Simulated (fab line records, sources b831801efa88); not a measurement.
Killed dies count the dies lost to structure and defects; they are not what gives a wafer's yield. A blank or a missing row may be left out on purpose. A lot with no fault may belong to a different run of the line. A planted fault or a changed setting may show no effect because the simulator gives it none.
A single fault, viewed from 2 desks	flow sky130	only its own numbers are on each desk; what lay behind them is given at the end

## AT THE METROLOGY DESK
Means of the sampled wafers that have a number, per lot and without regard to the tool the lot ran on: this is what the gauges read. Marked OUT: a lot whose mean sits more than 4 standard deviations from the usual mean, which makes it out of limits; the brackets give that distance.
Columns: A = VIA3_W_RS at SKY_VIA3_RS_MEAS_22, usual 0.293 ohm/sq; B = VIA3_W_THK at SKY_VIA3_THK_MEAS_23, usual 385 nm
lot	first seen here	A	B
L849	day 40 14:08	0.292	387
L851	day 40 20:21	0.296	385
L857	day 42 19:42	0.289	396
L859	day 43 00:34	0.289	387
L858	day 43 02:04	0.289	386
L866	day 45 17:53	0.295	381
L869	day 46 02:57	0.300	380
Result from this desk: across the 7 lots, nothing is out of limits.

## FOR THE TOOL OWNER'S DESK: pvd-sputter-02
At SKY_METAL4_SPUTTER_01 (material TiN, target thk 20 nm, time 16.7 s) the tool's own readings: per lot run on this tool, the mean of the sampled wafers that have a number. Marked OUT: a lot whose mean sits more than 4 standard deviations from the usual mean, which makes it out of limits; the brackets give that distance.
Columns: A = chamber-pressure-pa at SKY_METAL4_SPUTTER_01, usual 0.3998 Pa; B = throttle-valve-pct at SKY_METAL4_SPUTTER_01, usual 29.9 %
lot	first seen here	A	B
L851	day 40 20:49	0.3994	29.9
L857	day 42 20:12	0.4002	29.9
L859	day 43 01:01	0.3998	29.8
L858	day 43 02:33	0.3995	29.5
Result from this desk: across the 4 lots, nothing is out of limits.

## PUT TOGETHER
Nothing out of limits was seen by the metrology desk.
The tool owner's desk saw nothing out of limits.

## WHAT WAS PUT IN BY THE SIMULATOR
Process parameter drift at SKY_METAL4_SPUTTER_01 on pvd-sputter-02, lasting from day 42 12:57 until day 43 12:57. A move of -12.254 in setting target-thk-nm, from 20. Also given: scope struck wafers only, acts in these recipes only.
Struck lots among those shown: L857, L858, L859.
